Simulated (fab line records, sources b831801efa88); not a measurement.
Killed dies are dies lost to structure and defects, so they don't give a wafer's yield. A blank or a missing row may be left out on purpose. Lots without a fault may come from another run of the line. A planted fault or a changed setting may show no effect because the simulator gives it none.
Which tool did it? | flow gf180mcu | 12 lots, 36 wafers sampled, at 4 steps of a route of 602

WHAT THE GAUGES READ, wafer by wafer
GF_V4_BOW_MEAS_05.
lot  | measured     | on            | V4_BOW (um)
L075 | day 23 20:31 | film_metro-02 | 138 139 127
L077 | day 24 10:04 | film_metro-04 | 129 145 141
L079 | day 25 08:07 | film_metro-03 | 134 126 137
L081 | day 25 19:53 | film_metro-03 | 136 141 134
L083 | day 26 15:52 | film_metro-04 | 131 134 133
L085 | day 27 07:42 | film_metro-04 | 130 138 145
L087 | day 28 02:14 | film_metro-03 | 130 135 149
L089 | day 28 14:28 | film_metro-03 | 127 134 135
L091 | day 29 04:15 | film_metro-02 | 136 138 141
L093 | day 29 17:59 | film_metro-02 | 135 127 140
L095 | day 30 04:28 | film_metro-03 | 131 119 122
L097 | day 30 12:38 | film_metro-02 | 132 128 130

WHICH TOOL RAN EACH LOT (tool, then ch and the chambers of the sampled wafers, then the start)
lot  | GF_V3_SPUTTER_21             | GF_V3_SPUTTER_22             | GF_V4_CMP_04
L075 | pvd_sputter-03, day 22 19:11 | pvd_sputter-03, day 22 19:15 | cmp-02 ch 1,2,3, day 23 20:18
L077 | pvd_sputter-02, day 23 09:13 | pvd_sputter-02, day 23 09:16 | cmp-02 ch 1,2,3, day 24 09:49
L079 | pvd_sputter-02, day 24 08:09 | pvd_sputter-02, day 24 08:13 | cmp-01 ch 1,2,3, day 25 07:49
L081 | pvd_sputter-02, day 24 20:16 | pvd_sputter-02, day 24 20:19 | cmp-02 ch 0,1,2, day 25 19:38
L083 | pvd_sputter-01, day 25 14:45 | pvd_sputter-01, day 25 14:49 | cmp-01 ch 0,2,3, day 26 15:38
L085 | pvd_sputter-02, day 26 09:09 | pvd_sputter-02, day 26 09:13 | cmp-02 ch 1,3, day 27 07:27
L087 | pvd_sputter-02, day 27 03:59 | pvd_sputter-02, day 27 04:03 | cmp-02 ch 1,2, day 28 01:59
L089 | pvd_sputter-02, day 27 17:07 | pvd_sputter-02, day 27 17:11 | cmp-02 ch 1,2,3, day 28 14:11
L091 | pvd_sputter-03, day 28 06:34 | pvd_sputter-03, day 28 06:37 | cmp-01 ch 0,1,2, day 29 03:58
L093 | pvd_sputter-02, day 28 20:48 | pvd_sputter-02, day 28 20:52 | cmp-01 ch 0,1,3, day 29 17:47
L095 | pvd_sputter-01, day 29 07:28 | pvd_sputter-01, day 29 07:31 | cmp-02 ch 1,2, day 30 04:09
L097 | pvd_sputter-03, day 29 16:09 | pvd_sputter-03, day 29 16:13 | cmp-02 ch 0,1,3, day 30 12:20
- GF_V3_SPUTTER_21: material Ti, target thk 15 nm, time 80.02 s.
- GF_V3_SPUTTER_22: material TiN, target thk 10 nm, time 40 s.
- GF_V4_CMP_04: polishes SiO2.

THE ANSWER, worked out from the rows above alone
Rule: what is usual is taken from the lots themselves. Put in order of their means at a reading, lots are off if they are a third of the lots or fewer, leave a main group of 4 or more, and stand apart from it by a gap of 3 or more times the standard deviation of the main group's means; of several such gaps the widest counts. A main group whose means are all the same, to the digits that the tables above print for the reading, isn't used. A lot without any number at a reading at which 4 lots or more have one is off too. The other lots that the step has rows for count as sound.
No lot is off at any reading shown: from this, nothing can be told.

WHAT THE SIMULATOR HAD PUT IN
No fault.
